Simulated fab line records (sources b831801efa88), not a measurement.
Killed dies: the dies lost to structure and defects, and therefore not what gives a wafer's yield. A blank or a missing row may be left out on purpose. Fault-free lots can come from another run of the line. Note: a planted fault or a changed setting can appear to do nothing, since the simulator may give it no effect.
A single fault, viewed from 2 desks || flow gf180mcu || each desk holds nothing but its own numbers, with what lay behind them at the end

== TOOL OWNER'S DESK, litho_track-01 ==
The tool's own readings at GF_TOP_METAL_COAT_09 (resist thk 1500 nm): means of the sampled wafers that have a number, for each lot that ran on this tool. Any lot whose mean is over 4 standard deviations away from the usual mean is out of limits and marked OUT; that distance is given in the brackets.
Columns: A = spin_speed_rpm at GF_TOP_METAL_COAT_09, usual 3000.0 rpm
{"lot": "L395", "first seen here": "day 28 05:50", "A": 3000.0}
{"lot": "L402", "first seen here": "day 30 05:29", "A": "3038.0 (+18) OUT"}
{"lot": "L403", "first seen here": "day 30 13:08", "A": "3038.6 (+18) OUT"}
This desk's finding: out of limits on L402, L403; first on L402, day 30 05:29 (spin_speed_rpm at GF_TOP_METAL_COAT_09). L395: within limits.

== THE METROLOGY DESK ==
What the gauges read for every lot (on any tool): the sampled wafers with a number, averaged. Any lot whose mean is over 4 standard deviations away from the usual mean is out of limits and marked OUT; that distance is given in the brackets.
Columns: A = V5_W_RS at GF_V5_RS_MEAS_24, usual 0.328 ohm/sq; B = V5_W_THK at GF_V5_THK_MEAS_25, usual 346 nm; C = TOP_METAL_ALCU_RS at GF_TOP_METAL_RS_MEAS_05, usual 0.0330 ohm/sq; D = TOP_METAL_ALCU_THK at GF_TOP_METAL_THK_MEAS_06, usual 886 nm; E = cd_nm at GF_TOP_METAL_CD_MEAS_14, usual 440.5 nm
{"lot": "L394", "first seen here": "day 27 07:23", "A": 0.330, "B": 337, "C": 0.0324, "D": 893, "E": 440.0}
{"lot": "L395", "first seen here": "day 27 19:36", "A": 0.328, "B": 352, "C": 0.0327, "D": 904, "E": 441.5}
{"lot": "L402", "first seen here": "day 29 19:47", "A": 0.323, "B": 349, "C": 0.0330, "D": 891, "E": 442.2}
{"lot": "L403", "first seen here": "day 30 03:33", "A": 0.322, "B": 347, "C": 0.0327, "D": 885, "E": 439.5}
{"lot": "L408", "first seen here": "day 31 10:14", "A": 0.327, "B": 343, "C": 0.0326, "D": 904, "E": 438.9}
{"lot": "L414", "first seen here": "day 32 19:57", "A": 0.327, "B": 356, "C": 0.0325, "D": 896, "E": 440.5}
Finding of this desk: none of the 6 lots has anything out of limits.

== BROUGHT TOGETHER ==
The tool owner's desk could have raised an alarm at day 30 05:29, on L402, L403.
The metrology desk saw nothing out of limits.
The metrology desk holds a record of L402, L403, inside its limits.
Every lot named ran GF_TOP_METAL_COAT_09 on litho_track-01.

== WHAT THE SIMULATOR PUT IN ==
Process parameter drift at GF_TOP_METAL_COAT_09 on litho_track-01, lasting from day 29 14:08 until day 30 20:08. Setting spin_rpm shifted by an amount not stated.
Shown lots that were struck: L402, L403.
Time in hours from fault onset to the first out-of-limits reading at each desk: the tool owner's desk, 15.
